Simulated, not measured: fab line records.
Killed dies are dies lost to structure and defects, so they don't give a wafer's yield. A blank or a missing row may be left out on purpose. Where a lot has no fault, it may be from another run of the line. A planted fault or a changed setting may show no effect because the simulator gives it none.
fab line records    flow sky130
[record] lots = 11  wafers = 33  last_day = 50
route steps=708 shown VT_ADJUST_LVTN@117 POLY_GATE@228 CONTACT@406 VIA1@479 PAD_OPEN@708
lots untouched by any fault: they come from a run of this same line in which no faults occurred
start_h: the number of hours between the record's first day and the start of the first shown wafer of the lot    wait_h: how many hours have passed since the lot's step before this one    " same as the row above    L1.1+2: one row covering several wafers at once    - either no value or no given start    * or withheld: withheld    < > ~ a bound
route shown NAME@n: NAME is a module with steps in the file, n the number in the route of the first one    usual: the fault-free wafers' mean and standard deviation    same: alike in all rows    chamber/n: place in a boat    sites: readings site by site    _std_site: the standard deviation of these    _edge_site: inner sites' mean taken away from outer sites' mean    radius_mm: for every site, how far away it sits from the centre of the wafer    mask NAME#n: copy n    behind: the most recent tool/chamber to have shaped the wafer    hold: the reason the lot was held/the length of the hold in hours/how it ended    device: which transistor (n, p or np) failed to switch    end of line: the route-end tests of the same wafers    where a step has no rows: the recipe by itself    killed: the dies lost at the first sort to structure and to defects; this is not the yield of the wafer    map: dies across one wafer; x = killed, . = not, _ = none there
set.NAME: the setting that was run; set.NAME@STEP: the one run at that earlier step    model.NAME: the simulator's own value behind a step, which no gauge read
steps of the route over a sample of lots; a table a step, a row a wafer
services: when a tool's chamber went out of use (start_h, in hours from the record's first day, below 0 if earlier), for how many hours, and the reason
[[steps]]
[step SKY_VT_ADJUST_LVTN_STRIP_20]
[recipe] chemistry = O2/N2  power_w = 1400  pressure_mtorr = 1500  platen_temp_c = withheld  o2_flow_sccm = 3000  n2_flow_sccm = 300  overash_fraction = 0.5
[usual] drypump_motor_current_A = 6.0/0.47  oes_product_au = 0.716/0.0044  strip_time_to_endpoint_s = 14.16/0.036
lot.wafer  tool             chamber  start_h  wait_h  drypump_motor_current_A  oes_product_au  rf_hours_counter_h  strip_time_to_endpoint_s
L613.1     plasma_asher-02  0        159.86   0.1     6.1                      0.715           46                  14.15
L613.5     "                0        "        "       6.1                      0.714           -                   14.16
L613.6     "                1        "        "       5.7                      0.724           -                   14.17
L614.1     plasma_asher-02  1        163.29   0.1     5.8                      0.720           47                  14.18
L614.2     "                0        "        "       6.1                      0.730           47                  14.15
L614.4     "                1        "        "       5.8                      0.710           -                   14.18
L615.2     plasma_asher-02  0        173.81   0.1     6.1                      0.718           48                  14.21
L615.4     "                0        "        "       6.1                      0.707           -                   14.21
L615.6     "                1        "        "       5.8                      0.710           -                   14.25
L620.1     plasma_asher-02  1        210.69   0.1     5.8                      0.719           51                  14.19
L620.2     "                0        "        "       6.1                      0.722           51                  14.16
L620.5     "                0        "        "       6.1                      0.712           -                   14.17
L627.1     plasma_asher-01  0        260.59   0.1     6.6                      0.723           47                  14.15
L627.4     "                0        "        "       6.6                      0.723           -                   14.10
L627.5     "                1        "        "       6.1                      0.712           -                   14.15
L630.1     plasma_asher-01  1        274.88   0.1     6.1                      0.721           48                  14.09
L630.5     "                1        "        "       6.1                      0.715           -                   14.19
L630.6     "                0        "        "       6.5                      0.707           -                   14.12
L631.1     plasma_asher-02  1        281.38   0.1     5.8                      0.711           58                  14.10
L631.3     "                1        "        "       5.7                      0.720           -                   14.16
L631.4     "                0        "        "       6.1                      0.721           -                   14.12
L632.1     plasma_asher-01  0        291.89   0.1     6.6                      0.716           50                  14.16
L632.3     "                0        "        "       6.6                      0.717           -                   14.17
L632.6     "                0        "        "       6.6                      0.717           -                   14.18
L633.1     plasma_asher-03  1        296.73   0.1     5.7                      0.716           59                  14.15
L633.3     "                1        "        "       5.8                      0.728           -                   14.16
L633.6     "                0        "        "       4.9                      0.718           -                   14.15
L635.1     plasma_asher-02  1        312.76   0.1     5.7                      0.718           61                  14.20
L635.2     "                0        "        "       6.1                      0.712           61                  14.15
L635.3     "                1        "        "       5.8                      0.723           -                   14.15
L636.2     plasma_asher-01  0        318.91   0.1     6.6                      0.715           52                  14.17
L636.4     "                0        "        "       6.6                      0.719           -                   14.18
L636.6     "                0        "        "       6.6                      0.721           -                   14.21
[step SKY_POLY_GATE_OVL_MEAS_14]
[usual] POLY_GATE_OVL = -5/5.1
lot.wafer  tool        chamber  start_h  wait_h  POLY_GATE_OVL[nm]
L613.1     overlay-02  -        363.46   0.1     2
L613.5     "           -        "        "       -7
L613.6     "           -        "        "       -7
L614.1     overlay-01  -        375.61   0.1     -4
L614.2     "           -        "        "       -4
L614.4     "           -        "        "       -8
L615.2     overlay-02  -        386.62   0.1     -2
L615.4     "           -        "        "       -1
L615.6     "           -        "        "       -3
L620.1     overlay-02  -        438.74   0.1     3
L620.2     "           -        "        "       -2
L620.5     "           -        "        "       1
L627.1     overlay-02  -        499.89   0.1     0
L627.4     "           -        "        "       -3
L627.5     "           -        "        "       4
L630.1     overlay-01  -        516.02   0.1     0
L630.5     "           -        "        "       -9
L630.6     "           -        "        "       -7
L631.1     overlay-02  -        529.36   0.1     -10
L631.3     "           -        "        "       -18
L631.4     "           -        "        "       -10
L632.1     overlay-02  -        540.99   0.1     -12
L632.3     "           -        "        "       -17
L632.6     "           -        "        "       -14
L633.1     overlay-02  -        546.02   0.1     -2
L633.3     "           -        "        "       -2
L633.6     "           -        "        "       -5
L635.1     overlay-02  -        564.19   0.1     -2
L635.2     "           -        "        "       -5
L635.3     "           -        "        "       -5
L636.2     overlay-01  -        572.30   0.1     -1
L636.4     "           -        "        "       4
L636.6     "           -        "        "       1
[step SKY_CONTACT_CVD_00]
[recipe] material = Si3N4  target_thk_nm = 75  temp_c = 400  time_s = withheld  rf_w = 450
[usual] heater_power_w = 705/82
lot.wafer  tool      chamber  start_h  wait_h  heater_power_w
L613.1     pecvd-01  1        699.64   0.0     774
L613.5     "         2        "        "       688
L613.6     "         1        "        "       774
L614.1     pecvd-01  2        709.93   0.0     645
L614.2     "         1        "        "       669
L614.4     "         2        "        "       647
L615.2     pecvd-02  0        721.69   0.0     710
L615.4     "         1        "        "       567
L615.6     "         2        "        "       674
L620.1     pecvd-02  1        770.25   0.0     594
L620.2     "         2        "        "       735
L620.5     "         1        "        "       606
L627.1     pecvd-01  2        820.58   0.0     734
L627.4     "         2        "        "       723
L627.5     "         1        "        "       785
L630.1     pecvd-01  2        841.17   0.0     737
L630.5     "         2        "        "       742
L630.6     "         0        "        "       711
L631.1     pecvd-01  2        845.99   0.0     681
L631.3     "         0        "        "       636
L631.4     "         2        "        "       684
L632.1     pecvd-02  1        856.19   0.0     553
L632.3     "         0        "        "       860
L632.6     "         0        "        "       859
L633.1     pecvd-02  0        862.22   0.0     736
L633.3     "         1        "        "       540
L633.6     "         1        "        "       554
L635.1     pecvd-04  0        878.65   0.0     801
L635.2     "         1        "        "       574
L635.3     "         2        "        "       768
L636.2     pecvd-02  1        884.50   0.0     556
L636.4     "         2        "        "       669
L636.6     "         0        "        "       791
[step SKY_CONTACT_THK_MEAS_01]
[recipe] reads = Si3N4_of_CONTACT_CVD_00
[usual] CONTACT_CVD_00_THK = 74.6/0.89
lot.wafer  tool           chamber  start_h  wait_h  CONTACT_CVD_00_THK[nm]
L613.1     film_metro-03  -        699.69   -       73.6
L613.5     "              -        "        "       75.8
L613.6     "              -        "        "       75.2
L614.1     film_metro-03  -        709.97   -       73.9
L614.2     "              -        "        "       74.7
L614.4     "              -        "        "       75.2
L615.2     film_metro-02  -        721.73   -       75.0
L615.4     "              -        "        "       76.1
L615.6     "              -        "        "       76.6
L620.1     film_metro-03  -        770.28   -       74.8
L620.2     "              -        "        "       74.5
L620.5     "              -        "        "       74.6
L627.1     film_metro-04  -        820.63   -       74.4
L627.4     "              -        "        "       75.2
L627.5     "              -        "        "       75.5
L630.1     film_metro-03  -        841.20   -       130.8
L630.5     "              -        "        "       133.3
L630.6     "              -        "        "       75.2
L631.1     film_metro-02  -        846.04   -       130.5
L631.3     "              -        "        "       75.0
L631.4     "              -        "        "       133.1
L632.1     film_metro-02  -        856.22   -       72.6
L632.3     "              -        "        "       72.0
L632.6     "              -        "        "       74.9
L633.1     film_metro-04  -        862.26   -       73.7
L633.3     "              -        "        "       73.9
L633.6     "              -        "        "       74.5
L635.1     film_metro-03  -        878.69   -       72.9
L635.2     "              -        "        "       72.9
L635.3     "              -        "        "       73.0
L636.2     film_metro-04  -        884.54   -       73.9
L636.4     "              -        "        "       75.7
L636.6     "              -        "        "       74.1
[step SKY_CONTACT_ETCH_18]
[recipe] target = Si3N4  chemistry = CHF3/O2  stop_on = TiN  source_w = 600  bias_w = 200  pressure_mtorr = 40  chf3_flow_sccm = 50  O2_flow_sccm = 5  time_s = 39  target_depth_a = 750
[usual] O2_flow_sccm = 5.000/0.015  drypump_motor_current_A = 5.9/0.37  oes_product_au = 0.852/0.007  throttle_valve_pct = 8.792/0.0096
lot.wafer  tool         chamber  start_h  wait_h  O2_flow_sccm  drypump_motor_current_A  oes_product_au  rf_hours_counter_h  throttle_valve_pct
L613.1     rie_diel-04  3        -        -       4.998         6.8                      0.845           14                  8.797
L613.5     "            2        "        "       5.024         6.0                      0.855           -                   8.808
L613.6     "            1        "        "       5.002         5.9                      0.855           -                   8.815
L614.1     rie_diel-02  2        -        -       4.976         6.0                      0.843           9                   8.804
L614.2     "            1        "        "       5.006         5.3                      0.847           4                   8.784
L614.4     "            3        "        "       4.985         5.6                      0.861           -                   8.802
L615.2     rie_diel-01  3        -        -       5.001         5.4                      0.857           3                   8.792
L615.4     "            2        "        "       4.993         6.1                      0.859           9                   8.773
L615.6     "            2        "        "       5.014         6.2                      0.866           -                   8.786
L620.1     rie_diel-01  3        -        -       5.002         5.4                      0.856           5                   8.791
L620.2     "            0        "        "       4.995         5.9                      0.852           9                   8.786
L620.5     "            3        "        "       5.012         5.4                      0.850           -                   8.809
L627.1     rie_diel-04  0        -        -       4.997         6.2                      0.855           8                   8.773
L627.4     "            2        "        "       5.000         6.0                      0.849           11                  8.796
L627.5     "            1        "        "       5.019         5.9                      0.851           -                   8.798
L630.1     rie_diel-02  1        -        -       5.023         5.3                      0.985           8                   8.813
L630.5     "            2        "        "       5.013         6.1                      0.986           -                   8.825
L630.6     "            3        "        "       4.998         5.6                      0.850           -                   8.806
L631.1     rie_diel-02  2        -        -       5.008         6.1                      0.996           14                  8.833
L631.3     "            1        "        "       5.002         5.3                      0.859           9                   8.787
L631.4     "            2        "        "       5.020         6.0                      1.003           -                   8.842
L632.1     rie_diel-04  1        -        -       4.990         6.0                      0.837           15                  8.795
L632.3     "            2        "        "       5.000         6.0                      0.836           12                  8.794
L632.6     "            2        "        "       5.037         6.0                      0.854           -                   8.788
L633.1     rie_diel-02  1        -        -       5.013         5.3                      0.853           9                   8.800
L633.3     "            3        "        "       5.016         5.6                      0.847           11                  8.791
L633.6     "            0        "        "       5.006         6.1                      0.843           -                   8.782
L635.1     rie_diel-02  1        -        -       5.000         5.3                      0.841           10                  8.787
L635.2     "            3        "        "       4.993         5.6                      0.836           12                  8.783
L635.3     "            0        "        "       4.999         6.1                      0.847           4                   8.804
L636.2     rie_diel-04  1        -        -       4.989         6.0                      0.854           16                  8.801
L636.4     "            3        "        "       4.987         6.8                      0.865           20                  8.782
L636.6     "            2        "        "       4.987         6.0                      0.846           -                   8.793
[step SKY_VIA1_CVD_21]
[recipe] material = W  target_thk_nm = 270  time_s = 80.902  temp_c = 400  pressure_torr = 40
[usual] chamber_pressure_Torr = 39.99/0.079  heater_power_w = 856/64
lot.wafer  tool      chamber  start_h  wait_h  chamber_pressure_Torr  heater_power_w  since_wet_clean_h
L613.1     cvd_w-02  1        788.06   0.0     39.92                  870             384
L613.5     "         0        "        "       39.92                  943             -
L613.6     "         1        "        "       39.88                  859             -
L614.1     cvd_w-02  1        797.39   0.0     39.87                  861             393
L614.2     "         0        "        "       40.01                  932             393
L614.4     "         0        "        "       39.96                  931             -
L615.2     cvd_w-02  1        807.19   0.0     39.97                  878             403
L615.4     "         1        "        "       39.85                  869             -
L615.6     "         1        "        "       39.95                  860             -
L620.1     cvd_w-01  1        853.81   0.0     39.98                  776             950
L620.2     "         0        "        "       39.94                  806             950
L620.5     "         1        "        "       39.99                  763             -
L627.1     cvd_w-01  1        902.95   0.0     39.90                  785             999
L627.4     "         1        "        "       39.98                  779             -
L627.5     "         0        "        "       40.09                  817             -
L630.6     cvd_w-02  0        922.96   0.1     39.95                  969             -
L631.3     cvd_w-01  0        927.71   0.1     40.09                  794             -
L632.1     cvd_w-02  1        936.70   0.0     39.94                  875             533
L632.3     "         1        "        "       40.08                  844             -
L632.6     "         0        "        "       39.93                  945             -
L633.1     cvd_w-02  1        941.50   0.0     39.98                  858             538
L633.3     "         1        "        "       40.09                  884             -
L633.6     "         1        "        "       40.07                  887             -
L635.1     cvd_w-02  1        958.82   0.0     39.92                  882             555
L635.2     "         0        "        "       40.06                  962             555
L635.3     "         1        "        "       40.16                  873             -
L636.2     cvd_w-02  0        963.39   0.0     40.07                  971             559
L636.4     "         0        "        "       40.13                  931             -
L636.6     "         1        "        "       40.05                  886             -
[step SKY_PAD_OPEN_PROBE_99]
[usual] killed_at_M0_to_M3 = 43/6.5  killed_at_M4_up = 3.2/1.8  killed_at_contacts = 24/5.2  killed_at_front_end = 15/4  killed_at_other = 0.4/0.69  killed_dies = 86/8.7  killed_on_rim = 17/3.7  killed_open = 47/7  killed_short = 39/5.7
[same] gross_dies = 492  killed_at_back_side = 0
lot.wafer  tool       chamber  start_h  wait_h  killed_at_M0_to_M3  killed_at_M4_up  killed_at_contacts  killed_at_front_end  killed_at_other  killed_dies  killed_on_rim  killed_open  killed_short
L630.1     prober-01  -        1173.96  0.1     41                  4                428                 19                   0                492          96             38           43
L630.5     prober-01  -        1174.16  0.2     40                  1                436                 15                   0                492          96             51           37
L630.6     prober-01  -        1174.21  0.2     44                  1                31                  15                   0                91           15             49           42
L631.1     prober-02  -        1174.57  0.1     36                  4                441                 11                   0                492          96             44           36
L631.3     prober-02  -        1174.67  0.2     47                  3                23                  18                   0                91           18             53           38
L631.4     prober-02  -        1174.72  0.2     44                  1                427                 20                   0                492          96             57           28
// killed by level:class
L630.1 CONTACT:area_etch=411 VIA1:geometric_particle:open=11 CONTACT:geometric_particle:open=7 METAL3:geometric_particle:short=6 FIELD_ISO:geometric_particle:short=5 POLY_GATE:geometric_particle:short=5 METAL2:geometric_particle:short=5 VIA3:geometric_particle:short=5
L630.5 CONTACT:area_etch=403 LI_CONTACT:geometric_particle:open=11 VIA1:geometric_particle:open=10 CONTACT:geometric_particle:open=9 VIA1:geometric_particle:short=6 FIELD_ISO:geometric_particle:short=5 POLY_GATE:geometric_particle:short=5 VIA2:geometric_particle:open=5
L630.6 CONTACT:geometric_particle:open=12 LI_CONTACT:geometric_particle:open=7 VIA1:geometric_particle:open=7 VIA3:geometric_particle:open=7 VIA2:geometric_particle:open=7 POLY_GATE:geometric_particle:short=6 LOCAL_INTERCONNECT:geometric_particle:short=6 FIELD_ISO:geometric_particle:open=5
L631.1 CONTACT:area_etch=412 LI_CONTACT:geometric_particle:open=10 CONTACT:geometric_particle:open=8 VIA1:geometric_particle:open=7 VIA2:geometric_particle:open=6 METAL3:geometric_particle:short=4 LI_CONTACT:geometric_particle:short=4 LOCAL_INTERCONNECT:geometric_particle:short=4
L631.3 VIA1:geometric_particle:open=11 CONTACT:geometric_particle:open=8 VIA3:geometric_particle:open=8 POLY_GATE:geometric_particle:open=7 VIA2:geometric_particle:open=7 METAL2:geometric_particle:short=6 FIELD_ISO:geometric_particle:short=4 FIELD_ISO:geometric_particle:open=4
L631.4 CONTACT:area_etch=407 VIA1:geometric_particle:open=16 LI_CONTACT:geometric_particle:open=10 VIA3:geometric_particle:open=8 VIA2:geometric_particle:open=7 POLY_GATE:geometric_particle:short=5 FIELD_ISO:geometric_particle:short=4 FIELD_ISO:geometric_particle:open=4
[[services]]
tool             chamber  start_h  hours  kind
pecvd-02         1        156.31   12.3   repair
pecvd-01         -        192.01   6.0    pm
pecvd-01         -        198.01   5.5    pm
pecvd-01         -        245.73   2.8    pm
pecvd-01         2        248.78   2.9    repair
pecvd-02         -        255.83   2.8    pm
cvd_w-02         -        261.29   14.3   repair
pecvd-02         2        272.61   8.2    repair
plasma_asher-02  -        313.45   2.8    repair
plasma_asher-02  -        340.03   12.6   pm
cvd_w-02         1        358.07   26.0   repair
cvd_w-02         -        362.91   1.6    repair
cvd_w-02         -        390.00   14.0   pm
cvd_w-02         1        412.02   10.3   repair
plasma_asher-02  -        421.25   9.0    pm
cvd_w-02         -        424.62   1.4    repair
plasma_asher-02  -        439.19   14.6   pm
cvd_w-02         1        514.47   9.7    repair
plasma_asher-02  -        567.20   13.2   repair
cvd_w-02         -        580.05   2.8    pm
plasma_asher-02  -        758.22   2.8    pm
cvd_w-02         -        780.67   6.9    pm
cvd_w-02         1        824.18   12.7   repair
plasma_asher-02  -        897.78   9.1    repair
[[key]]
[first_sign] step = SKY_CONTACT_THK_MEAS_01  reading = CONTACT_CVD_00_THK  direction = up  sigmas = 64  usual = 74.6  struck = 131.9
[effect] step = SKY_CONTACT_ETCH_18  reading = oes_product_au  direction = up  sigmas = 20  usual = 0.852  struck = 0.992
[effect] step = SKY_PAD_OPEN_PROBE_99  reading = killed_at_contacts  direction = up  sigmas = 79  usual = 24  struck = 433
[more_kills_born_at] SKY_CONTACT_ETCH_18@rie_diel-02 = 1633
met_at SKY_CONTACT_CVD_00
struck_lots L630,L631
struck_wafers L630.1,L630.5,L631.1,L631.4
later_rows_left_out L630.1,L630.5,L631.1,L631.4
tester_left_out L630,L631
not_acting_at SKY_VT_ADJUST_LVTN_STRIP_20,SKY_POLY_GATE_OVL_MEAS_14,SKY_VIA1_CVD_21
onset_between 820.58 841.17
[fault] kind = process_parameter_drift  tool = pecvd-01  chamber = 2  onset_h = 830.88  steps = SKY_CONTACT_CVD_00  channel = target_thk_nm  offset = 57.361  shape = step  end_h = 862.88  acts_in = these_recipes_only  stated = 75
// tester_left_out: of these lots the tester's yield and bins aren't shown, on N5 and GAA mostly nor the transistor test; their killed dies are dies lost to structure and defects alone, not to doping, threshold or leakage, so they don't give the yield
// later_rows_left_out: the simulator's readings of these wafers behind a module that went badly wrong aren't trusted and aren't shown, but for the sort
